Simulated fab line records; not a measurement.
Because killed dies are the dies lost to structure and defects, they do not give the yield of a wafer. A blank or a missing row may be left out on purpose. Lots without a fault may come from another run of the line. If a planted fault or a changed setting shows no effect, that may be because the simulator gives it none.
A struck lot beside a sound one | flow gf180mcu | 14 out of 602 route steps
Sound: these wafers, L275.4, L275.5, L275.6. The struck wafers were L283.3, L283.4, L283.6. At the end, the cause is stated.
At each step with rows: each side's tool, then ch and its chambers, then its first start. Under that, the readings that differ: sound wafers | struck wafers | difference of the means | sigmas: that difference in standard deviations of wafers without a fault.
alike: readings with means less than 2 such deviations apart, plus words and numbers identical on both sides. not compared: withheld readings, readings lacking a value on some wafer, bounds such as >300 that could conceal the same value, and numbers that have no deviation in the record and whose values overlap.
The two part at a step that has a row with sigmas, a row that says differs or no value, or rows on one side only. Non-overlapping numbers with no deviation appear without sigmas and do not part them. Lack of a reading on every wafer of one side parts them only where that side has two or more wafers.

GF_M3_SPUTTER_00: material Ti, target thk 37.5 nm, time 150 s.
  sound: pvd sputter-03 at day 22 02:04; struck: pvd sputter-02 at day 24 21:17
  alike: throttle valve pct
GF_M3_SPUTTER_01: material TiN, target thk 30 nm, time 25 s.
  sound: pvd sputter-03 at day 22 02:08; struck: pvd sputter-02 at day 24 21:23
  alike: throttle valve pct
GF_M3_SPUTTER_02: material AlCu, target thk 450 nm, time 23.9 s.
  sound: pvd sputter-03 at day 22 02:10; struck: pvd sputter-02 at day 24 21:25
  alike: throttle valve pct
GF_M3_SPUTTER_03: material Ti, target thk 10 nm, time 6.7 s.
  sound: pvd sputter-03 at day 22 02:11; struck: pvd sputter-02 at day 24 21:27
  alike: throttle valve pct
GF_M3_SPUTTER_04: material TiN, target thk 50 nm, time 41.7 s.
  sound: pvd sputter-03 at day 22 02:13; struck: pvd sputter-02 at day 24 21:28
  alike: throttle valve pct
GF_M3_RS_MEAS_05: measurement is done with a four-point probe.
  sound: film metro-03 at day 22 02:18; struck: film metro-02 at day 24 21:33
  alike: M3_ALCU_RS
GF_M3_THK_MEAS_06: measures by xrf.
  sound: film metro-03 at day 22 02:23; struck: film metro-02 at day 24 21:39
  alike: M3_ALCU_THK
then, 5 steps without rows for these wafers: GF_M3_DEHYDRATE_07 (time 60 s); GF_M3_HMDS_08 (prime time 60 s); GF_M3_COAT_09 (resist thk 1000 nm); GF_M3_SOFTBAKE_10 (time 60 s); GF_M3_EXPOSE_11 (exposes mask Metal3, target cd 280 nm).
GF_M3_PEB_12: peb time 90 s.
  struck on litho track-03, day 25 18:07; sound on litho track-04 ch 0, day 23 01:12
  no value came back on the struck wafers for chill plate temp C (C), exhaust pa (Pa); on the sound wafers chill plate temp C (C) reads 22.75 22.80 22.84
then, 1 step without rows for these wafers: GF_M3_DEVELOP_13 (develop time 60 s).

## WHERE THEY PART
Only at GF_M3_PEB_12, within this record.

WHY: what the simulator had put in
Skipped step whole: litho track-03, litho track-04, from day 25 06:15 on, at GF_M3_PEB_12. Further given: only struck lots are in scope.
